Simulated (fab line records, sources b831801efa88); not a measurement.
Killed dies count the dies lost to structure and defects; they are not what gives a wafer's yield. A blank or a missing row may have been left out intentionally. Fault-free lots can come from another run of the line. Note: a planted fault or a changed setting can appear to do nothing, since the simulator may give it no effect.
Matching of chambers ; flow gf180mcu ; GF_HV_LDD_ETCHBACK_58 on rieDiel-02: 4 sister chambers
The step etches Si3N4 in CH3F/O2, stops on SiO2, time 100 s, target depth 90 nm. 8 wafers are shown with their chamber, then 7 later ones without.

EACH WAFER AND ITS CHAMBER
wafer;chamber;oesProductAu (a.u.);throttleValvePct (%)
L660.5;3;0.835;10.563
L661.3;0;0.842;10.571
L662.2;3;0.854;10.548
L665.1;0;0.840;10.554
L665.4;2;0.837;10.578
L665.5;1;0.834;10.564
L667.1;1;0.844;10.561
L667.4;2;0.843;10.579

WAFERS MISSING THEIR CHAMBER
wafer;oesProductAu (a.u.);throttleValvePct (%)
L667.6;0.846;10.554
L676.1;0.848;10.569
L676.3;0.852;10.570
L676.4;0.834;10.541
L678.1;0.846;10.555
L678.2;0.837;10.542
L678.6;0.844;10.565

THE CHAMBER EACH PASSED THROUGH
wafer;from the rows above;in truth
L667.6;can't be placed: 3 or 0 or 1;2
L676.1;can't be placed: 0 or 1 or 2 or 3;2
L676.3;can't be placed: 0 or 2 or 1 or 3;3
L676.4;can't be placed: 3 or 1 or 0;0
L678.1;can't be placed: 3 or 0 or 1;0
L678.2;can't be placed: 3 or 1 or 0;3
L678.6;can't be placed: 0 or 1 or 3 or 2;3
Placed correctly: 0 of 7. Not placeable from these rows: 7 (in 6, the candidates include the true chamber). Number placed wrongly: 0.
How it was worked out, from the rows above alone: a wafer's distance from a chamber is the root of the sum, over the readings, of the square of ((its reading less the chamber's mean) divided by the reading's scatter). The wafer belongs to the nearest chamber; if the next one is less than 2 further off, it can't be placed. A chamber's mean is the mean of its shown wafers. How the scatter is found: for the shown wafers, subtract from each reading the mean of its chamber, square and add these, divide the total by (wafers less chambers), then take the root.
